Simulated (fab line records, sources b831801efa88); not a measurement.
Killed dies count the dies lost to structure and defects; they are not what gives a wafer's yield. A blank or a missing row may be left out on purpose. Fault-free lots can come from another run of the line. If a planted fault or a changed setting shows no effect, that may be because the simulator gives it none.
Which tool did it?	flow sky130	Sampling: 11 lots, 33 wafers, 5 of 708 route steps

WHAT THE GAUGES READ, wafer by wafer
SKY_GATE_OXIDE_TW_MEAS_14.
lot	measured	on	GATE_OXIDE_TW
L592	day 13 11:43	filmMetro-01	228.6 230.9 228.5
L593	day 14 01:17	filmMetro-04	227.4 225.7 226.4
L594	day 14 18:25	filmMetro-04	225.8 226.3 226.1
L597	day 15 17:35	filmMetro-02	226.9 226.9 228.1
L599	day 16 03:05	filmMetro-01	228.1 228.1 227.3
L600	day 16 15:11	filmMetro-01	227.0 227.9 227.0
L607	day 19 03:55	filmMetro-04	225.5 225.1 223.0
L608	day 19 07:05	filmMetro-01	231.3 230.4 229.4
L613	day 20 23:47	filmMetro-04	227.5 226.9 227.5
L614	day 21 15:47	filmMetro-02	227.1 228.5 226.7
L615	day 21 22:50	filmMetro-01	230.7 228.5 229.2

SKY_POLY_GATE_THK_MEAS_01.
lot	measured	on	POLY_GATE_CVD_00_THK (nm)
L592	day 13 20:49	filmMetro-02	180.1 179.7 177.9
L593	day 14 09:28	filmMetro-03	178.1 178.9 174.9
L594	day 14 21:16	filmMetro-03	179.6 179.3 178.9
L597	day 15 21:36	filmMetro-02	178.2 177.8 176.5
L599	day 16 06:59	filmMetro-03	178.2 177.8 178.1
L600	day 16 18:47	filmMetro-04	176.5 176.1 176.6
L607	day 19 07:44	filmMetro-03	179.8 178.9 177.8
L608	day 19 10:34	filmMetro-04	180.8 179.4 180.4
L613	day 21 03:53	filmMetro-02	179.4 177.9 178.8
L614	day 21 18:37	filmMetro-02	179.9 180.1 180.2
L615	day 22 01:41	filmMetro-02	177.8 177.3 176.2

SKY_LDD_N_TW_MEAS_17.
lot	measured	on	LDD_N_TW
L592	day 17 13:52	filmMetro-03	2563 2569 2566
L593	day 18 02:41	filmMetro-03	2678 2679 2676
L594	day 18 16:26	filmMetro-02	2728 2723 2727
L597	day 19 21:32	filmMetro-01	2660 2658 2664
L599	day 20 07:30	filmMetro-03	2682 2695 2674
L600	day 20 22:58	filmMetro-02	2612 2601 2622
L607	day 23 08:58	filmMetro-03	2581 2576 2576
L608	day 23 12:13	filmMetro-01	2634 2641 2626
L613	day 25 03:35	filmMetro-03	2591 2588 2583
L614	day 25 16:43	filmMetro-03	2588 2589 2588
L615	day 25 23:13	filmMetro-01	2627 2640 2623

EACH LOT AND THE TOOL THAT RAN IT (in order: tool; ch and the chambers of the sampled wafers; start)
lot	SKY_LDD_N_IMPLANT_11	SKY_LDD_N_STRIP_16
L592	implanter-02 ch 0, day 17 13:01	plasmaAsher-03 ch 0,1, day 17 13:46
L593	implanter-01 ch 0, day 18 01:32	plasmaAsher-03 ch 1, day 18 02:34
L594	implanter-02 ch 0, day 18 15:16	plasmaAsher-03 ch 0,1, day 18 16:20
L597	implanter-04 ch 0, day 19 20:43	plasmaAsher-04 ch 0,1, day 19 21:27
L599	implanter-04 ch 0, day 20 06:22	plasmaAsher-04 ch 0,1, day 20 07:25
L600	implanter-01 ch 0, day 20 22:07	plasmaAsher-04 ch 0,1, day 20 22:52
L607	implanter-02 ch 0, day 23 08:07	plasmaAsher-04 ch 0,1, day 23 08:52
L608	implanter-02 ch 0, day 23 11:23	plasmaAsher-02 ch 0,1, day 23 12:07
L613	implanter-02 ch 0, day 25 02:47	plasmaAsher-02 ch 0,1, day 25 03:30
L614	implanter-04 ch 0, day 25 15:53	plasmaAsher-02 ch 0,1, day 25 16:37
L615	implanter-02 ch 0, day 25 22:23	plasmaAsher-03 ch 0,1, day 25 23:07
- SKY_LDD_N_IMPLANT_11
- SKY_LDD_N_STRIP_16: strips in O2/N2.

WHAT THE TOOLS THEMSELVES READ (means of the sampled wafers that have a number; where no wafer has one, the mark that the record gives instead)
SKY_LDD_N_IMPLANT_11.
lot	tool	faradayCurrentUA
L592	implanter-02	432
L593	implanter-01	425
L594	implanter-02	425
L597	implanter-04	425
L599	implanter-04	421
L600	implanter-01	421
L607	implanter-02	420
L608	implanter-02	437
L613	implanter-02	414
L614	implanter-04	418
L615	implanter-02	423

SKY_LDD_N_STRIP_16.
lot	tool	drypumpMotorCurrentA (A)	oesProductAu (a.u.)	stripTimeToEndpointS (s)
L592	plasmaAsher-03	5.5	0.406	4.316
L593	plasmaAsher-03	5.8	0.402	4.516
L594	plasmaAsher-03	5.5	0.408	4.533
L597	plasmaAsher-04	5.9	0.410	4.328
L599	plasmaAsher-04	5.9	0.403	4.518
L600	plasmaAsher-04	5.9	0.407	4.324
L607	plasmaAsher-04	6.0	0.403	4.308
L608	plasmaAsher-02	5.8	0.404	4.327
L613	plasmaAsher-02	5.7	0.408	4.327
L614	plasmaAsher-02	5.7	0.412	4.321
L615	plasmaAsher-03	5.5	0.409	4.322

THE ANSWER, worked out from the rows above alone
Rule: the usual values come from the lots themselves. The widest of any qualifying gaps counts: lots, ordered by their means at a reading, are off when they make up no more than a third of the lots, leave a main group of 4 or more, and stand apart from it by 3 or more times the standard deviation of that group's means. If all means in a main group match to the digits the tables above print for the reading, that group is not used. Also off: a lot with no number at a reading for which 4 or more lots have one. Any other lot the step has rows for is counted as sound. After the gauges, taken in route order, come the tools' own readings; for these a lot's mean is taken, as printed above. The first step at which some lot is off is used, and at that step the reading that is off furthest; a lot without a number counts as furthest.
Off at SKY_LDD_N_STRIP_16 (stripTimeToEndpointS): L593, L594, L599. The main group has a mean of 4.322 s with a standard deviation of 0.0063.
If a tool, at that step or one of the process steps before it, ran each lot that is off and ran no sound lot following the first of them, it fits. None of those tried fits.

WHAT HAD BEEN PUT IN BY THE SIMULATOR
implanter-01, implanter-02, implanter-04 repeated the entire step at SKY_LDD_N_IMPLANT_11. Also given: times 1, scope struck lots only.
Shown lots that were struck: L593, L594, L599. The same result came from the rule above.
